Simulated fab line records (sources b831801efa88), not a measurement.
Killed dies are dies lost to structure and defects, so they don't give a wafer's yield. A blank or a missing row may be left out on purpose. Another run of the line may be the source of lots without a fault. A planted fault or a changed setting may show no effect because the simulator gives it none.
The tool behind it: which one? || flow gf180mcu || Sampling: 14 lots, 41 wafers, 4 of 602 route steps

WHAT EACH GAUGE READ, for each wafer
Not one reading of a measure or inspect step in the record can be checked against a usual standard deviation.

TOOL THAT RAN EACH LOT (tool first, then ch and the chambers of the sampled wafers, then the start)
{"lot": "L412", "GF_V4_CVD_02": "pecvd-03 ch 0,2, day 24 14:49", "GF_V4_STRIP_18": "plasma asher-01 ch 0,1, day 25 12:05", "GF_V4_STRIP_19": "wet bench-04 ch 2, day 25 12:11", "GF_MIM_SPUTTER_03": "pvd sputter-03, day 25 13:28"}
{"lot": "L413", "GF_V4_CVD_02": "pecvd-04 ch 0,1, day 24 17:45", "GF_V4_STRIP_18": "plasma asher-04 ch 0, day 25 15:56", "GF_V4_STRIP_19": "wet bench-03 ch 3, day 25 16:02", "GF_MIM_SPUTTER_03": "pvd sputter-03, day 25 17:21"}
{"lot": "L414", "GF_V4_CVD_02": "pecvd-01 ch 0,2, day 25 01:09", "GF_V4_STRIP_18": "plasma asher-04 ch 0, day 25 22:47", "GF_V4_STRIP_19": "wet bench-04 ch 2, day 25 22:53", "GF_MIM_SPUTTER_03": "pvd sputter-03, day 26 00:12"}
{"lot": "L415", "GF_V4_CVD_02": "pecvd-01 ch 0,1,2, day 25 02:27", "GF_V4_STRIP_18": "plasma asher-04 ch 0,1, day 26 00:31", "GF_V4_STRIP_19": "wet bench-01 ch 3, day 26 00:35", "GF_MIM_SPUTTER_03": "pvd sputter-04, day 26 01:52"}
{"lot": "L417", "GF_V4_CVD_02": "pecvd-04 ch 0,2, day 26 07:16", "GF_V4_STRIP_18": "plasma asher-01 ch 0,1, day 27 04:35", "GF_V4_STRIP_19": "wet bench-04 ch 0, day 27 04:41", "GF_MIM_SPUTTER_03": "pvd sputter-01, day 27 05:59"}
{"lot": "L424", "GF_V4_CVD_02": "pecvd-04 ch 1,2, day 28 03:57", "GF_V4_STRIP_18": "plasma asher-02 ch 1, day 29 00:08", "GF_V4_STRIP_19": "wet bench-03 ch 3, day 29 00:14", "GF_MIM_SPUTTER_03": "pvd sputter-01, day 29 01:31"}
{"lot": "L425", "GF_V4_CVD_02": "pecvd-01 ch 0,1, day 28 09:56", "GF_V4_STRIP_18": "plasma asher-02 ch 0,1, day 29 06:10", "GF_V4_STRIP_19": "wet bench-04 ch 2, day 29 06:14", "GF_MIM_SPUTTER_03": "pvd sputter-04, day 29 07:31"}
{"lot": "L426", "GF_V4_CVD_02": "pecvd-03 ch 0,2, day 28 12:41", "GF_V4_STRIP_18": "plasma asher-02 ch 0,1, day 29 08:55", "GF_V4_STRIP_19": "wet bench-04 ch 1, day 29 08:59", "GF_MIM_SPUTTER_03": "pvd sputter-03, day 29 10:16"}
{"lot": "L428", "GF_V4_CVD_02": "pecvd-03 ch 0,1,2, day 29 11:13", "GF_V4_STRIP_18": "plasma asher-01 ch 0, day 30 06:32", "GF_V4_STRIP_19": "wet bench-01 ch 2, day 30 06:38", "GF_MIM_SPUTTER_03": "pvd sputter-01, day 30 07:56"}
{"lot": "L429", "GF_V4_CVD_02": "pecvd-04 ch 1,2, day 29 12:07", "GF_V4_STRIP_18": "plasma asher-02 ch 0,1, day 30 07:38", "GF_V4_STRIP_19": "wet bench-04 ch 3, day 30 07:44", "GF_MIM_SPUTTER_03": "pvd sputter-04, day 30 09:14"}
{"lot": "L430", "GF_V4_CVD_02": "pecvd-01 ch 0,1,2, day 29 16:45", "GF_V4_STRIP_18": "plasma asher-01 ch 0,1, day 30 12:26", "GF_V4_STRIP_19": "wet bench-03 ch 2, day 30 12:32", "GF_MIM_SPUTTER_03": "pvd sputter-03, day 30 13:49"}
{"lot": "L431", "GF_V4_CVD_02": "pecvd-01 ch 0,2, day 30 02:43", "GF_V4_STRIP_18": "plasma asher-04 ch 0,1, day 30 21:47", "GF_V4_STRIP_19": "wet bench-04 ch 2, day 30 21:53", "GF_MIM_SPUTTER_03": "pvd sputter-01, day 30 23:10"}
{"lot": "L432", "GF_V4_CVD_02": "pecvd-04 ch 0,1, day 30 11:38", "GF_V4_STRIP_18": "plasma asher-01 ch 0,1, day 31 06:29", "GF_V4_STRIP_19": "wet bench-01 ch 0, day 31 06:35", "GF_MIM_SPUTTER_03": "pvd sputter-01, day 31 07:55"}
{"lot": "L433", "GF_V4_CVD_02": "pecvd-03 ch 1,2, day 30 14:10", "GF_V4_STRIP_18": "plasma asher-01 ch 0,1, day 31 09:10", "GF_V4_STRIP_19": "wet bench-03 ch 3, day 31 09:14", "GF_MIM_SPUTTER_03": "pvd sputter-04, day 31 10:46"}
- GF_V4_CVD_02: deposits SiO2 from TEOS, target thk 850 nm, time 94.851 s.
- GF_V4_STRIP_18: strips in O2/N2.
- GF_V4_STRIP_19: strips in post etch residue remover, time 1200 s.
- GF_MIM_SPUTTER_03: material Ti, target thk 10 nm, time 6.7 s.

AS READ BY THE TOOLS THEMSELVES (means over the sampled wafers that have a number; for cases with no such wafer, the mark the record gives instead)
GF_V4_CVD_02. Usual: heater power w reads 599 W (standard deviation 79).
{"lot": "L412", "tool": "pecvd-03", "heater power w (W)": 606, "flag": ""}
{"lot": "L413", "tool": "pecvd-04", "heater power w (W)": 590, "flag": ""}
{"lot": "L414", "tool": "pecvd-01", "heater power w (W)": 610, "flag": ""}
{"lot": "L415", "tool": "pecvd-01", "heater power w (W)": 581, "flag": ""}
{"lot": "L417", "tool": "pecvd-04", "heater power w (W)": 553, "flag": ""}
{"lot": "L424", "tool": "pecvd-04", "heater power w (W)": 649, "flag": ""}
{"lot": "L425", "tool": "pecvd-01", "heater power w (W)": 578, "flag": ""}
{"lot": "L426", "tool": "pecvd-03", "heater power w (W)": 563, "flag": ""}
{"lot": "L428", "tool": "pecvd-03", "heater power w (W)": 635, "flag": ""}
{"lot": "L429", "tool": "pecvd-04", "heater power w (W)": 578, "flag": ""}
{"lot": "L430", "tool": "pecvd-01", "heater power w (W)": 572, "flag": ""}
{"lot": "L431", "tool": "pecvd-01", "heater power w (W)": 575, "flag": ""}
{"lot": "L432", "tool": "pecvd-04", "heater power w (W)": 567, "flag": ""}
{"lot": "L433", "tool": "pecvd-03", "heater power w (W)": 534, "flag": ""}

GF_V4_STRIP_18. Usual: chamber pressure mTorr 1500.0 mTorr, standard deviation 1.4; drypump motor current A 5.8 A, standard deviation 0.49; heater power w 339 W, standard deviation 11; o2 flow sccm 3000 sccm, standard deviation 9.3; oes product au 0.594 a.u., standard deviation 0.0049.
{"lot": "L412", "tool": "plasma asher-01", "chamber pressure mTorr (mTorr)": 1499.5, "drypump motor current A (A)": 5.4, "heater power w (W)": 327, "o2 flow sccm (sccm)": 3000, "oes product au (a.u.)": 0.595, "flag": ""}
{"lot": "L413", "tool": "plasma asher-04", "chamber pressure mTorr (mTorr)": 1499.9, "drypump motor current A (A)": 6.0, "heater power w (W)": 330, "o2 flow sccm (sccm)": 3004, "oes product au (a.u.)": 0.596, "flag": ""}
{"lot": "L414", "tool": "plasma asher-04", "chamber pressure mTorr (mTorr)": 1500.5, "drypump motor current A (A)": 5.9, "heater power w (W)": 329, "o2 flow sccm (sccm)": 2990, "oes product au (a.u.)": 0.594, "flag": ""}
{"lot": "L415", "tool": "plasma asher-04", "chamber pressure mTorr (mTorr)": 1500.1, "drypump motor current A (A)": 6.2, "heater power w (W)": 332, "o2 flow sccm (sccm)": 2993, "oes product au (a.u.)": 0.598, "flag": ""}
{"lot": "L417", "tool": "plasma asher-01", "chamber pressure mTorr (mTorr)": 1501.4, "drypump motor current A (A)": 5.5, "heater power w (W)": 332, "o2 flow sccm (sccm)": 2998, "oes product au (a.u.)": 0.592, "flag": ""}
{"lot": "L424", "tool": "plasma asher-02", "chamber pressure mTorr (mTorr)": 1500.8, "drypump motor current A (A)": 6.4, "heater power w (W)": 347, "o2 flow sccm (sccm)": 3010, "oes product au (a.u.)": 0.597, "flag": ""}
{"lot": "L425", "tool": "plasma asher-02", "chamber pressure mTorr (mTorr)": 1498.8, "drypump motor current A (A)": 6.1, "heater power w (W)": 352, "o2 flow sccm (sccm)": 2997, "oes product au (a.u.)": 0.594, "flag": ""}
{"lot": "L426", "tool": "plasma asher-02", "chamber pressure mTorr (mTorr)": 1501.2, "drypump motor current A (A)": 5.7, "heater power w (W)": 349, "o2 flow sccm (sccm)": 3004, "oes product au (a.u.)": 0.594, "flag": ""}
{"lot": "L428", "tool": "plasma asher-01", "chamber pressure mTorr (mTorr)": 1498.6, "drypump motor current A (A)": 5.5, "heater power w (W)": 324, "o2 flow sccm (sccm)": 2999, "oes product au (a.u.)": 0.595, "flag": ""}
{"lot": "L429", "tool": "plasma asher-02", "chamber pressure mTorr (mTorr)": 1499.9, "drypump motor current A (A)": 6.1, "heater power w (W)": 354, "o2 flow sccm (sccm)": 3006, "oes product au (a.u.)": 0.593, "flag": ""}
{"lot": "L430", "tool": "plasma asher-01", "chamber pressure mTorr (mTorr)": 1499.4, "drypump motor current A (A)": 5.5, "heater power w (W)": 338, "o2 flow sccm (sccm)": 2990, "oes product au (a.u.)": 0.596, "flag": ""}
{"lot": "L431", "tool": "plasma asher-04", "chamber pressure mTorr (mTorr)": 1499.9, "drypump motor current A (A)": 6.2, "heater power w (W)": 332, "o2 flow sccm (sccm)": 3004, "oes product au (a.u.)": 0.593, "flag": ""}
{"lot": "L432", "tool": "plasma asher-01", "chamber pressure mTorr (mTorr)": 1500.3, "drypump motor current A (A)": 5.4, "heater power w (W)": 327, "o2 flow sccm (sccm)": 3007, "oes product au (a.u.)": 0.597, "flag": ""}
{"lot": "L433", "tool": "plasma asher-01", "chamber pressure mTorr (mTorr)": 1499.9, "drypump motor current A (A)": 5.5, "heater power w (W)": 327, "o2 flow sccm (sccm)": 3009, "oes product au (a.u.)": 0.591, "flag": ""}

GF_V4_STRIP_19. Usual: bath guard temp C 72.3 C, standard deviation 0.48; bath heat duty pct 14.1 %, standard deviation 1.9.
{"lot": "L412", "tool": "wet bench-04", "bath guard temp C (C)": 71.8, "bath heat duty pct (%)": 13.2, "flag": ""}
{"lot": "L413", "tool": "wet bench-03", "bath guard temp C (C)": 72.8, "bath heat duty pct (%)": 14.9, "flag": ""}
{"lot": "L414", "tool": "wet bench-04", "bath guard temp C (C)": 71.8, "bath heat duty pct (%)": 13.0, "flag": ""}
{"lot": "L415", "tool": "wet bench-01", "bath guard temp C (C)": 72.8, "bath heat duty pct (%)": 19.1, "flag": ""}
{"lot": "L417", "tool": "wet bench-04", "bath guard temp C (C)": 72.3, "bath heat duty pct (%)": 18.3, "flag": ""}
{"lot": "L424", "tool": "wet bench-03", "bath guard temp C (C)": "-", "bath heat duty pct (%)": "-", "flag": "OFF"}
{"lot": "L425", "tool": "wet bench-04", "bath guard temp C (C)": "-", "bath heat duty pct (%)": "-", "flag": "OFF"}
{"lot": "L426", "tool": "wet bench-04", "bath guard temp C (C)": 72.0, "bath heat duty pct (%)": 12.8, "flag": ""}
{"lot": "L428", "tool": "wet bench-01", "bath guard temp C (C)": 72.1, "bath heat duty pct (%)": 12.4, "flag": ""}
{"lot": "L429", "tool": "wet bench-04", "bath guard temp C (C)": 72.4, "bath heat duty pct (%)": 15.7, "flag": ""}
{"lot": "L430", "tool": "wet bench-03", "bath guard temp C (C)": 73.2, "bath heat duty pct (%)": 14.1, "flag": ""}
{"lot": "L431", "tool": "wet bench-04", "bath guard temp C (C)": 72.1, "bath heat duty pct (%)": 12.8, "flag": ""}
{"lot": "L432", "tool": "wet bench-01", "bath guard temp C (C)": 72.9, "bath heat duty pct (%)": 12.5, "flag": ""}
{"lot": "L433", "tool": "wet bench-03", "bath guard temp C (C)": 72.6, "bath heat duty pct (%)": 14.4, "flag": ""}

GF_MIM_SPUTTER_03. Usual: throttle valve pct reads 30.3 % (standard deviation 0.72).
{"lot": "L412", "tool": "pvd sputter-03", "throttle valve pct (%)": 30.2, "flag": ""}
{"lot": "L413", "tool": "pvd sputter-03", "throttle valve pct (%)": 30.6, "flag": ""}
{"lot": "L414", "tool": "pvd sputter-03", "throttle valve pct (%)": 30.6, "flag": ""}
{"lot": "L415", "tool": "pvd sputter-04", "throttle valve pct (%)": 29.9, "flag": ""}
{"lot": "L417", "tool": "pvd sputter-01", "throttle valve pct (%)": 30.2, "flag": ""}
{"lot": "L424", "tool": "pvd sputter-01", "throttle valve pct (%)": 30.4, "flag": ""}
{"lot": "L425", "tool": "pvd sputter-04", "throttle valve pct (%)": 30.3, "flag": ""}
{"lot": "L426", "tool": "pvd sputter-03", "throttle valve pct (%)": 30.6, "flag": ""}
{"lot": "L428", "tool": "pvd sputter-01", "throttle valve pct (%)": 29.4, "flag": ""}
{"lot": "L429", "tool": "pvd sputter-04", "throttle valve pct (%)": 30.4, "flag": ""}
{"lot": "L430", "tool": "pvd sputter-03", "throttle valve pct (%)": 31.2, "flag": ""}
{"lot": "L431", "tool": "pvd sputter-01", "throttle valve pct (%)": 29.6, "flag": ""}
{"lot": "L432", "tool": "pvd sputter-01", "throttle valve pct (%)": 30.0, "flag": ""}
{"lot": "L433", "tool": "pvd sputter-04", "throttle valve pct (%)": 29.7, "flag": ""}

THE ANSWER, worked out from the rows above alone
Rule: a lot is off if the mean of its wafers that have a number lies more than 3 standard deviations from the usual mean. A lot without any number at a reading at which 4 lots or more have one is off too. Where the step has rows for the other lots, those lots are counted as sound. After the gauges, taken in route order, come the tools' own readings; for these a lot's mean is taken, as printed above. At the first step where some lot is off, the reading lying furthest off is the one used; lots without a number count as furthest.
Off: L424, L425 (GF_V4_STRIP_19, bath guard temp C). Without a number there: L424, L425.
If a tool, at that step or one of the process steps before it, ran each lot that is off and ran no sound lot following the first of them, it fits. None of those tried fits.

WHAT WAS PUT IN BY THE SIMULATOR
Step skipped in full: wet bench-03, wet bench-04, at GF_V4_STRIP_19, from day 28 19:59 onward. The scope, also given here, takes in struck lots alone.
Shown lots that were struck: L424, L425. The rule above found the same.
